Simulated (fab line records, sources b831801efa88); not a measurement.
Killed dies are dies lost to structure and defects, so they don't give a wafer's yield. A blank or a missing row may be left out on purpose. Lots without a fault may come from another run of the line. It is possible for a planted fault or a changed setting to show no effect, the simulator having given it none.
The tool behind it: which one? + flow sky130 + 10 lots with 30 wafers sampled at 3 steps, on a route of 708 steps

== WHAT EACH GAUGE READ, for each wafer ==
SKY_METAL5_RS_MEAS_05: a four-point-probe measurement.
| lot  | measured     | on           | METAL5_ALCU_RS (ohm/sq) |
|------|--------------|--------------|-------------------------|
| L824 | day 43 04:22 | filmMetro-01 | 0.0273 0.0270 0.0272    |
| L826 | day 43 22:20 | filmMetro-01 | 0.0265 0.0270 0.0265    |
| L827 | day 44 04:20 | filmMetro-02 | 0.0265 0.0268 0.0265    |
| L836 | day 46 18:11 | filmMetro-04 | 0.0163 0.0165 0.0163    |
| L837 | day 46 21:36 | filmMetro-04 | 0.0165 0.0165 0.0165    |
| L840 | day 47 12:56 | filmMetro-02 | 0.0265 0.0269 0.0267    |
| L841 | day 47 15:02 | filmMetro-04 | 0.0268 0.0269 0.0273    |
| L843 | day 48 02:13 | filmMetro-01 | 0.0271 0.0278 0.0275    |
| L844 | day 48 04:37 | filmMetro-04 | 0.0271 0.0273 0.0273    |
| L845 | day 48 12:16 | filmMetro-02 | 0.0276 0.0270 0.0267    |

== EACH LOT AND THE TOOL THAT RAN IT (in order: tool; ch and the chambers of the sampled wafers; start) ==
| lot  | SKY_METAL5_SPUTTER_01       | SKY_METAL5_SPUTTER_02       |
|------|-----------------------------|-----------------------------|
| L824 | pvdSputter-03, day 43 04:11 | pvdSputter-03, day 43 04:13 |
| L826 | pvdSputter-02, day 43 22:10 | pvdSputter-02, day 43 22:12 |
| L827 | pvdSputter-03, day 44 04:10 | pvdSputter-03, day 44 04:11 |
| L836 | pvdSputter-03, day 46 18:02 | pvdSputter-03, day 46 18:04 |
| L837 | pvdSputter-03, day 46 21:28 | pvdSputter-03, day 46 21:29 |
| L840 | pvdSputter-04, day 47 12:47 | pvdSputter-04, day 47 12:49 |
| L841 | pvdSputter-02, day 47 14:50 | pvdSputter-02, day 47 14:52 |
| L843 | pvdSputter-04, day 48 02:04 | pvdSputter-04, day 48 02:06 |
| L844 | pvdSputter-02, day 48 04:28 | pvdSputter-02, day 48 04:29 |
| L845 | pvdSputter-04, day 48 12:07 | pvdSputter-04, day 48 12:08 |
- SKY_METAL5_SPUTTER_01: material TiN, target thk 20 nm, time 16.7 s.
- SKY_METAL5_SPUTTER_02: material AlCu, target thk 1150 nm, time 61.2 s.

== THE ANSWER, worked out from the rows above alone ==
Rule: what is usual is taken from the lots themselves. The widest of any qualifying gaps counts: lots, ordered by their means at a reading, are off when they make up no more than a third of the lots, leave a main group of 4 or more, and stand apart from it by 3 or more times the standard deviation of that group's means. Not used: any main group whose means are identical at the precision the tables above print for the reading. Also off: a lot with no number at a reading for which 4 or more lots have one. All remaining lots with rows at the step are treated as sound.
Off: at SKY_METAL5_RS_MEAS_05 (METAL5_ALCU_RS), L836, L837. Mean 0.0270 ohm/sq and standard deviation 0.00029 in the main group.
A tool fits if, at a process step before that reading, it ran every lot that is off, and no sound lot after the first of them. Gauges at SKY_METAL5_RS_MEAS_05: tried the same way as those tools. One candidate fits, namely pvdSputter-03 at SKY_METAL5_SPUTTER_01 and SKY_METAL5_SPUTTER_02. At SKY_METAL5_SPUTTER_01 its last sound lot is L827 (day 44 04:10), its first lot that is off L836 (day 46 18:02): a fault that began between those two fits.

== WHAT HAD BEEN PUT IN BY THE SIMULATOR ==
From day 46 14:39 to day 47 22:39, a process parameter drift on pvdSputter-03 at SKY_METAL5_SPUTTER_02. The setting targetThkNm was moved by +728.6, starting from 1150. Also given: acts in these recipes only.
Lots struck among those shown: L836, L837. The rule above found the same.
